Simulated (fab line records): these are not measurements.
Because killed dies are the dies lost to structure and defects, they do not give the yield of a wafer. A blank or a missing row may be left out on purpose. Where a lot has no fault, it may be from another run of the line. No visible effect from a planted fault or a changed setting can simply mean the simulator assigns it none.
Code-filled problem report in 8D (eight disciplines) form	flow sky130	the parts of the form that need people (team, actions taken, sign-off) are left out

1. WHAT IS WRONG
Wafers free of any fault read 1185 nm (standard deviation 12) for VIA2_HDPCVD_THK at SKY_VIA2_THK_MEAS_01, against a mean of 1776 nm on 9 wafers of 3 lots. That puts it +49 standard deviations away from the usual mean.
First observed at day 41 03:10: wafer L747.1, on film_metro-04. The record holds 36 wafers of 12 lots with a number at this step. By rule, "out" or "out of limits" means more than 4 standard deviations away from the usual mean. The other wafers with a number count as sound.

2. WHAT IT IS AND WHAT IT IS NOT
question	is	is not
which readings at this step	VIA2_HDPCVD_THK	-
which lots	L747, L750, L751	L728, L729, L730, L734, L735, L736, L740, L742, L743
which wafers of those lots	all that have a number	-
read on which gauges	film_metro-03, film_metro-04	film_metro-02
when	from day 41 03:10	up to then (27 sound wafers)

3. THE SUSPECTS, EACH WITH WHAT RULES IT OUT
Counting: any tool at a process step up to the reading is kept as a suspect provided that every lot that is out went through it and no sound lot did after the first of them.
- the gauge at SKY_VIA2_THK_MEAS_01 has been ruled out. Those wafers that are out were read across 2 gauges (film_metro-03, film_metro-04).
- hdpcvd-01 at SKY_VIA2_HDPCVD_00 (deposits SiO2, target thk 1180 nm, time 196.7 s): kept. It processed each lot that is out, first L747 at day 41 03:02, and no sound lot thereafter; up to then, the last sound lot it processed was L742 at day 39 20:46. Its own sih4_flow_sccm readings are out on those wafers.
Left after counting: hdpcvd-01 at SKY_VIA2_HDPCVD_00.

4. THE CAUSE (what the simulator had put in)
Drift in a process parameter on hdpcvd-01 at SKY_VIA2_HDPCVD_00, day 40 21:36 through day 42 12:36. The setting sih4_flow_sccm was moved by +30, starting from 60. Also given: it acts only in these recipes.
The count eliminated every tool but this one.

5. THE CHAIN OF EFFECTS, in route order
One row per reading whose mean, taken over the struck wafers that have a number, lies over 3 standard deviations from the usual. Readings are gone through only where the record gives a usual standard deviation; hours: the median, over the lots, of the time from a lot's start at the first step in this table giving one to that lot's start at this step; sigmas: the change measured in usual standard deviations.
hours	step	reading	usual	on struck wafers	change	sigmas
0	SKY_VIA2_HDPCVD_00	sih4_flow_sccm	59.99 sccm	90.01	+30.02	+99 or more
0	SKY_VIA2_THK_MEAS_01	VIA2_HDPCVD_THK	1185 nm	1776	+591	+49
The process steps in it:
- SKY_VIA2_HDPCVD_00: deposits SiO2, target thk 1180 nm, time 196.7 s.

6. HOW IT WOULD HAVE BEEN CAUGHT EARLIER
In this record the first reading out of limits at a measuring or inspecting step was taken at day 41 03:10, 6 hours after the fault began at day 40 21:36.
Tool's own readings at SKY_VIA2_HDPCVD_00, sih4_flow_sccm: out on all struck wafers the step has rows for; an alarm limit on them would have tripped on the first.
Of the lots that are out (3), L750, L751 began SKY_VIA2_HDPCVD_00 on hdpcvd-01 after day 41 03:10. A hold on the tool at that time would have spared those 2.
